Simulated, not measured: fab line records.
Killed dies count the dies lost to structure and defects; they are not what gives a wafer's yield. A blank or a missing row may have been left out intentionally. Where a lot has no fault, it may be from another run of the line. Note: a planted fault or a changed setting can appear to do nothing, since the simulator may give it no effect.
A sampling plan put to the test    flow sky130    one line in one fab, 39 faults in these records, each fault weighed on the records of the lots it struck
What counts as the plan is the set of the line's own looks, namely the steps on the route at which a gauge or an inspection reads a wafer and does not change it. Where struck wafers have a number at a look and the file lists that look's usual mean and standard deviation on fault-free wafers, the look can be judged. Caught: a look later than the fault's first step finds the struck wafers' mean 4 or more of those standard deviations (sigma) from the usual mean. On the tool: the test repeated on the tool's own readings taken at the fault's steps. A different recipe on the struck wafers counts as caught too, as does a record blank only for those wafers.

## THE FAULTS, as the simulator had put them in
1. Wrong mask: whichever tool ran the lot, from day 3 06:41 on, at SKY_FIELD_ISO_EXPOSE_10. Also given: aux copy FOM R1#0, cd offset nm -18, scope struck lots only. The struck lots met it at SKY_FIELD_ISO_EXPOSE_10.
2. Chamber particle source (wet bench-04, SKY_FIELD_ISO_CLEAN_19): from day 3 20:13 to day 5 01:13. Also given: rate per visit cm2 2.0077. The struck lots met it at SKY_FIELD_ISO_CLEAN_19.
3. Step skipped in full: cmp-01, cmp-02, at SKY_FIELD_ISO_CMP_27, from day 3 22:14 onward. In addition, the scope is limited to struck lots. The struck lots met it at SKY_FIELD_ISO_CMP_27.
4. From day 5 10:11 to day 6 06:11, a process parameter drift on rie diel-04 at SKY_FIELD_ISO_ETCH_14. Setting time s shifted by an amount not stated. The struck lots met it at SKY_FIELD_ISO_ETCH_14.
5. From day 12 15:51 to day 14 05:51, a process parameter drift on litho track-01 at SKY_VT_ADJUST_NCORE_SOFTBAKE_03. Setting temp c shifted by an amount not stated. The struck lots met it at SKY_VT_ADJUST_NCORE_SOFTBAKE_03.
6. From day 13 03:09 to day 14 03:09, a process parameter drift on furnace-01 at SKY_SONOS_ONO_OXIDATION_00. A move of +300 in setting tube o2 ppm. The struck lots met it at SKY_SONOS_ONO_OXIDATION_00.
7. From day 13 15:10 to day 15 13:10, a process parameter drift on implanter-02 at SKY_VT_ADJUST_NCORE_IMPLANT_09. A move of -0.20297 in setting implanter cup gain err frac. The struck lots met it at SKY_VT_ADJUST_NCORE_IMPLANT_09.
8. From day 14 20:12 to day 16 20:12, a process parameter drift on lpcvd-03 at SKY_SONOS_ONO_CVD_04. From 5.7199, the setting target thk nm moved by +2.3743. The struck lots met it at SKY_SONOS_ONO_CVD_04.
9. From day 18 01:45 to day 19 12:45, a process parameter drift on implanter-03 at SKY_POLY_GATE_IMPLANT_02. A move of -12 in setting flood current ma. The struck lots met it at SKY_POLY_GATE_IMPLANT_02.
10. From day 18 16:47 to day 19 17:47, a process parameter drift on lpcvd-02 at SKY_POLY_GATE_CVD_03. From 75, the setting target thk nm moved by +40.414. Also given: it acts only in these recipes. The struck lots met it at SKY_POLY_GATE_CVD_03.
11. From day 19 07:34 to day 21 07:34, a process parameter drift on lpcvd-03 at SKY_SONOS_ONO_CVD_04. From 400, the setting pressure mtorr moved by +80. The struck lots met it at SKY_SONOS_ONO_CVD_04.
12. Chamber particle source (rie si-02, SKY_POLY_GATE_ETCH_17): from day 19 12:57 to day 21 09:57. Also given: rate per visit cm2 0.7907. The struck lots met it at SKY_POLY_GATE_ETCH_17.
13. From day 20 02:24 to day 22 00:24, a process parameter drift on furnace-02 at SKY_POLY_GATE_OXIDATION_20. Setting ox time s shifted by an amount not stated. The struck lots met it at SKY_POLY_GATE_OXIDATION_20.
14. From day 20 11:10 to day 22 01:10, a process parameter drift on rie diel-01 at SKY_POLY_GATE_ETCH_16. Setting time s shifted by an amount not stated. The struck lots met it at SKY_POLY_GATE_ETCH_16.
15. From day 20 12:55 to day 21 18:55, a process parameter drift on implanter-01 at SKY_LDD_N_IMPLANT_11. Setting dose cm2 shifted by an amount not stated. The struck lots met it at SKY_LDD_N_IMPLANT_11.
16. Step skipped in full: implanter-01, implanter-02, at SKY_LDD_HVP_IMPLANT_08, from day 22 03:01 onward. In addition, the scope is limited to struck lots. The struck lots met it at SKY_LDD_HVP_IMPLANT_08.
17. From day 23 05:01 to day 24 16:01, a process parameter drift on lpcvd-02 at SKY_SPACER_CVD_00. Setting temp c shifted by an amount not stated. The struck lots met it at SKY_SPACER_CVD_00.
18. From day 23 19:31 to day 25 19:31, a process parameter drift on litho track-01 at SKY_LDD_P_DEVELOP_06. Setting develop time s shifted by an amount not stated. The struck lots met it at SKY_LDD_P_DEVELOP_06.
19. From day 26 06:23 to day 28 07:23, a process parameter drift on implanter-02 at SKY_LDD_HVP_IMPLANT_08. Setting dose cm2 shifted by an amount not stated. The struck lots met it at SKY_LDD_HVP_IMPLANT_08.
20. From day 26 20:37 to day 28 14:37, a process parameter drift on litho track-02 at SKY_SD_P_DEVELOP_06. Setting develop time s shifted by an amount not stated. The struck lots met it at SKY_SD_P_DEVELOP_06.
21. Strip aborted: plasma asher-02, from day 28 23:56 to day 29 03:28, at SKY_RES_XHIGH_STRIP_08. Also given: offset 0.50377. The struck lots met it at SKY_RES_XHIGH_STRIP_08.
22. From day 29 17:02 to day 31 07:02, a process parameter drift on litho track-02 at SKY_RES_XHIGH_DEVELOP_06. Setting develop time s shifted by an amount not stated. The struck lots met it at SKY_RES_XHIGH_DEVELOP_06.
23. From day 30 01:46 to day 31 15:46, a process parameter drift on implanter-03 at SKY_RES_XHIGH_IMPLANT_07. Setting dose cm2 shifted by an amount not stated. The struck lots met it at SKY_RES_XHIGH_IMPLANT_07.
24. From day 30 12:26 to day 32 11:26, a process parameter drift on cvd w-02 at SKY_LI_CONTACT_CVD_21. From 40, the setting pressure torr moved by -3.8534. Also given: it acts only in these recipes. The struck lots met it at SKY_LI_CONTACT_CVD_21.
25. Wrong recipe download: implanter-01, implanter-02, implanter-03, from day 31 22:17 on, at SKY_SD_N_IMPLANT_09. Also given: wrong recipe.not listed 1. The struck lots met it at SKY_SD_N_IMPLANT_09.
26. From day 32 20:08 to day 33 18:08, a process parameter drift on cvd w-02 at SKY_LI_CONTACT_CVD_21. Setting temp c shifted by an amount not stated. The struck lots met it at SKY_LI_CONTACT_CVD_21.
27. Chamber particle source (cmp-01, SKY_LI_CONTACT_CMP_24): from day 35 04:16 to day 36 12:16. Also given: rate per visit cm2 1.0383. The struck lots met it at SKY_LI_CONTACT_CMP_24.
28. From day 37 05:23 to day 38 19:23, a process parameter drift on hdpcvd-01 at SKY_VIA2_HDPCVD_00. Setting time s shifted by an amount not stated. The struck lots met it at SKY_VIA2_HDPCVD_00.
29. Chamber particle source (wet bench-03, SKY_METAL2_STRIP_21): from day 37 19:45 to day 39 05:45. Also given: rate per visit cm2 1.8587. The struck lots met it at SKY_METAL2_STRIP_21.
30. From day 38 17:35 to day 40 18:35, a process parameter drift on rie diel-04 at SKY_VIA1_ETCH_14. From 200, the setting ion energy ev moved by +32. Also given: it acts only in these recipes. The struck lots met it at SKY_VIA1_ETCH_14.
31. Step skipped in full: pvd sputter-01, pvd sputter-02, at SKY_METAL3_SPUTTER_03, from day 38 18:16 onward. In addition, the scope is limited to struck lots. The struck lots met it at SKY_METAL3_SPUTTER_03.
32. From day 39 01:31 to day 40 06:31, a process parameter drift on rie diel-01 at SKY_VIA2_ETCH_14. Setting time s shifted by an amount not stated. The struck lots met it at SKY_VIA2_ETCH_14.
33. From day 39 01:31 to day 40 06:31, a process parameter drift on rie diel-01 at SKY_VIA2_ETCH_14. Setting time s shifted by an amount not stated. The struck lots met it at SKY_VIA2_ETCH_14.
34. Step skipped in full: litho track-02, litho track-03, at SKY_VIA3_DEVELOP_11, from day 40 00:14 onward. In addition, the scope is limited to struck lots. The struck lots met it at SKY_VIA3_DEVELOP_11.
35. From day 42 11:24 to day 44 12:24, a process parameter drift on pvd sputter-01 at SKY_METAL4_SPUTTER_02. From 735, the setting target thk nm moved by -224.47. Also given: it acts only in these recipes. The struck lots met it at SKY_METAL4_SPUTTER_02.
36. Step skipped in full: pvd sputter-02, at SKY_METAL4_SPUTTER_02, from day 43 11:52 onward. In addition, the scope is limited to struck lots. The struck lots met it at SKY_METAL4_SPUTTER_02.
37. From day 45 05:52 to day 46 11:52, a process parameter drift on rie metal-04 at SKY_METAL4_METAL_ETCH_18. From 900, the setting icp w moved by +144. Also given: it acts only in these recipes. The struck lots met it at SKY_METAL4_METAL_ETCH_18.
38. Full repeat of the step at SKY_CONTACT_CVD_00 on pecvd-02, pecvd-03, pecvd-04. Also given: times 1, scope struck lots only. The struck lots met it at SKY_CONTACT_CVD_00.
39. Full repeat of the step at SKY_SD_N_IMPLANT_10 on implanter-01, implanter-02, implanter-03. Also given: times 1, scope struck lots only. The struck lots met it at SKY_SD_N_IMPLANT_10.

## WHAT THE PLAN SAW
fault  on the tool itself                                first look that catches it                       reading, sigma                median hours from its first step to that look  hours from the fault's start to the first struck lot there  judged looks passed uncaught
1      under 2 sigma                                     SKY_FIELD_ISO_CD_MEAS_13                         cd nm -12                     7.1                                            10                                                          0
2      no reading that can be judged                     not the one look that can be judged after it     -                             -                                              -                                                           1
3      the tool's record is blank for the struck wafers  no look after it can be judged                   -                             -                                              -                                                           0
4      run length s -62 sigma                            no look after it can be judged                   -                             -                                              -                                                           0
5      heater power total W +58 sigma                    no look after it can be judged                   -                             -                                              -                                                           0
6      no reading that can be judged                     SKY_SONOS_ONO_THK_MEAS_01                        SONOS_ONO_OXIDATION_THK +6.0  1.3                                            15                                                          0
7      beam on s +14 sigma                               SKY_VT_ADJUST_NCORE_TW_MEAS_11                   VT_ADJUST_NCORE_TW +11        0.2                                            2                                                           0
8      under 2 sigma                                     SKY_SONOS_ONO_THK_MEAS_05                        SONOS_ONO_CVD_04_THK +19      1.2                                            6                                                           0
9      under 2 sigma                                     none of the 6 looks that can be judged after it  -                             -                                              -                                                           6
10     no reading that can be judged                     SKY_POLY_GATE_THK_MEAS_04                        POLY_GATE_CVD_03_THK +57      1.4                                            6                                                           0
11     pressure mtorr +99 or beyond sigma                SKY_SONOS_ONO_THK_MEAS_05                        SONOS_ONO_CVD_04_THK +5.1     1.9                                            5                                                           0
12     under 2 sigma                                     not the one look that can be judged after it     -                             -                                              -                                                           1
13     under 2 sigma                                     SKY_POLY_GATE_THK_MEAS_21                        POLY_GATE_OXIDATION_THK +7.1  1.3                                            7                                                           0
14     run length s +67 sigma                            no look after it can be judged                   -                             -                                              -                                                           0
15     dose ions cm2 -99 or beyond sigma                 no look after it can be judged                   -                             -                                              -                                                           0
16     the tool's record is blank for the struck wafers  SKY_LDD_HVP_TW_MEAS_10                           LDD_HVP_TW -99 or beyond      0.2                                            4                                                           0
17     susceptor temp C +99 or beyond sigma              SKY_SPACER_THK_MEAS_01                           SPACER_CVD_00_THK +74         1.8                                            1                                                           0
18     no reading that can be judged                     SKY_LDD_P_CD_MEAS_07                             cd nm -47                     0.2                                            3                                                           0
19     dose ions cm2 -99 or beyond sigma                 SKY_LDD_HVP_TW_MEAS_10                           LDD_HVP_TW -33                0.2                                            3                                                           0
20     no reading that can be judged                     SKY_SD_P_TW_MEAS_11                              SD_P_TW -99 or beyond         0.5                                            27                                                          0
21     oes product au +58 sigma                          SKY_SD_N_TW_MEAS_12                              SD_N_TW -99 or beyond         28.6                                           32                                                          0
22     no reading that can be judged                     SKY_RES_XHIGH_TW_MEAS_09                         RES_XHIGH_TW -99 or beyond    0.4                                            13                                                          0
23     dose ions cm2 +91 sigma                           SKY_RES_XHIGH_TW_MEAS_09                         RES_XHIGH_TW +4.0             0.2                                            7                                                           0
24     chamber pressure Torr -46 sigma                   SKY_LI_CONTACT_RS_MEAS_22                        LI_CONTACT_W_RS +5.1          0.1                                            26                                                          0
25     under 2 sigma                                     SKY_SD_N_TW_MEAS_12                              SD_N_TW -7.1                  0.4                                            5                                                           0
26     susceptor temp C +32 sigma                        SKY_LI_CONTACT_RS_MEAS_22                        LI_CONTACT_W_RS -12           0.1                                            3                                                           0
27     under 2 sigma                                     no look after it can be judged                   -                             -                                              -                                                           0
28     run length s +59 sigma                            SKY_VIA2_THK_MEAS_01                             VIA2_HDPCVD_THK +19           0.2                                            3                                                           0
29     no reading that can be judged                     no look after it can be judged                   -                             -                                              -                                                           0
30     under 2 sigma                                     no look after it can be judged                   -                             -                                              -                                                           0
31     the tool's record is blank for the struck wafers  no look after it can be judged                   -                             -                                              -                                                           0
32     oes product au +30 sigma                          not the one look that can be judged after it     -                             -                                              -                                                           1
33     oes product au +27 sigma                          no look after it can be judged                   -                             -                                              -                                                           0
34     no reading that can be judged                     no look after it can be judged                   -                             -                                              -                                                           0
35     under 2 sigma                                     none of the 2 looks that can be judged after it  -                             -                                              -                                                           2
36     the tool's record is blank for the struck wafers  no look after it can be judged                   -                             -                                              -                                                           0
37     rf fwd power W +57 sigma                          no look after it can be judged                   -                             -                                              -                                                           0
38     under 2 sigma                                     SKY_CONTACT_THK_MEAS_01                          CONTACT_CVD_00_THK +78        0.2                                            -                                                           0
39     under 2 sigma                                     SKY_SD_N_RS_MEAS_16                              SD_N_RS -23                   0.9                                            -                                                           0
Dash: fault not caught, or number not given in these records.

Caught at a look: 21 of 39. Caught on the tool: 20 of 39. By one or the other: 31 of 39.
Caught on the tool alone: faults 3, 4, 5, 14, 15, 31, 32, 33, 36, 37.
Caught at a look alone: faults 1, 6, 8, 10, 13, 18, 20, 22, 25, 38, 39.
Caught by neither: faults 2, 9, 12, 27, 29, 30, 34, 35.

## THINNER SAMPLING
If the look that catches a fault measured only every second or every third lot, by lot number, the first struck lot would be measured this late in the worst case:
fault  struck lots at that look, in order of time  every lot  every second lot  every third lot
1      L215                                        10 h       may miss it       may miss it
6      L688, L689, L690                            15 h       17 h              18 h
7      L402, L405                                  2 h        44 h              may miss all 2
8      L656, L655, L657                            6 h        7 h               16 h
10     L483, L482, L484                            6 h        8 h               17 h
11     L346, L345                                  5 h        7 h               may miss all 2
13     L664, L667                                  7 h        25 h              may miss all 2
16     L566, L567, L568                            4 h        43 h              50 h
17     L686, L687, L688                            1 h        3 h               13 h
18     L223, L224                                  3 h        44 h              may miss all 2
19     L229, L230                                  3 h        43 h              may miss all 2
20     L714, L715                                  27 h       33 h              may miss all 2
21     L971                                        32 h       may miss it       may miss it
22     L911, L912                                  13 h       21 h              may miss all 2
23     L415, L417                                  7 h        may miss all 2    may miss all 2
24     L172, L174                                  26 h       may miss all 2    may miss all 2
25     L376, L377, L379, L378                      5 h        11 h              50 h
26     L534, L536                                  3 h        may miss all 2    may miss all 2
28     L245, L247                                  3 h        may miss all 2    may miss all 2
Hours are from the fault's start to the first struck lot that is measured. Since the struck wafers were tested as one group against 4 sigma, a single lot by itself may lie under the limit. Other struck lots may not be in these records.

## THE LONGEST TIMED WAY FROM STEP TO LOOK
Fault 21: a median of 28.6 hours passes between SKY_RES_XHIGH_STRIP_08 and SKY_SD_N_TW_MEAS_12. No look between them can be judged.
